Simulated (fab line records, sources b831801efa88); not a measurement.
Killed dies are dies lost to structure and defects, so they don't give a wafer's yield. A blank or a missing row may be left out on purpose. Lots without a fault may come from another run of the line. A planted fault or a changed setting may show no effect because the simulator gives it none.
One fault seen from 2 desks | flow gf180mcu | each desk has only its own numbers; what lay behind them comes last

THE METROLOGY DESK
What the gauges read, lot by lot, whatever tool the lot ran on: means of the sampled wafers that have a number. A lot is out of limits, marked OUT, if its mean lies more than 4 standard deviations from the usual mean; the brackets give that distance.
Columns: A = M2_OVL at GF_M2_OVL_MEAS_15, usual -1 nm
lot  | first seen here | A
L458 | day 19 20:22    | 7
L460 | day 20 04:03    | -3
L461 | day 20 11:29    | 11
L462 | day 20 17:20    | -3
L463 | day 21 14:38    | 2
L472 | day 24 09:13    | -2
L473 | day 25 10:44    | -5
L475 | day 25 19:19    | -2
L476 | day 25 21:09    | 2
L477 | day 26 03:56    | -4
L478 | day 26 12:32    | -7
L479 | day 26 17:28    | 2
L480 | day 26 20:21    | 8
L481 | day 27 04:29    | -1
This desk's finding: nothing out of limits on any of the 14 lots.

THE TOOL OWNER'S DESK: rie_si-02
The tool's own readings at GF_POLY_GATE_ETCH_13 (etches poly-Si in HBr/Cl2, stops on SiO2, target depth 198.5 nm, time 69.6 s): means of the sampled wafers that have a number, for each lot that ran on this tool. A lot is out of limits, marked OUT, if its mean lies more than 4 standard deviations from the usual mean; the brackets give that distance.
Columns: A = drypump_motor_current_A at GF_POLY_GATE_ETCH_13, usual 5.5 A; B = oes_product_au at GF_POLY_GATE_ETCH_13, usual 0.989 a.u.; C = run_length_s at GF_POLY_GATE_ETCH_13, usual 97.8 s; D = throttle_valve_pct at GF_POLY_GATE_ETCH_13, usual 33.684 %
lot  | first seen here | A   | B     | C              | D
L458 | day 9 12:52     | 5.8 | 0.990 | 97.6           | 33.678
L460 | day 9 19:52     | 5.8 | 0.991 | 97.6           | 33.692
L461 | day 10 01:53    | 5.5 | 0.999 | 98.0           | 33.681
L462 | day 10 07:19    | 5.8 | 1.008 | 90.6 (-19) OUT | 33.673
L463 | day 10 21:52    | 5.4 | 1.008 | 90.5 (-19) OUT | 33.681
L472 | day 13 10:01    | 5.8 | 0.997 | 97.8           | 33.682
L473 | day 14 06:41    | 5.6 | 0.987 | 98.1           | 33.689
L476 | day 14 17:31    | 6.0 | 0.987 | 97.5           | 33.684
L478 | day 15 10:35    | 6.1 | 0.989 | 97.5           | 33.684
This desk's finding: out of limits on L462, L463; first on L462, day 10 07:19 (run_length_s at GF_POLY_GATE_ETCH_13). In limits: L458, L460, L461, L472, L473, L476, L478.

PUT TOGETHER
The tool owner's desk could have raised an alarm at day 10 07:19, on L462, L463.
The metrology desk saw nothing out of limits.
The metrology desk has L462, L463 on record, within its limits.
Of the lots named, all ran GF_POLY_GATE_ETCH_13 on rie_si-02.

WHAT THE SIMULATOR HAD PUT IN
Process parameter drift: rie_si-02, from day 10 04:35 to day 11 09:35, at GF_POLY_GATE_ETCH_13. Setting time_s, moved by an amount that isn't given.
Lots struck among those shown: L462, L463.
Hours from the fault's start to each desk's first reading out of limits: the tool owner's desk, 3.
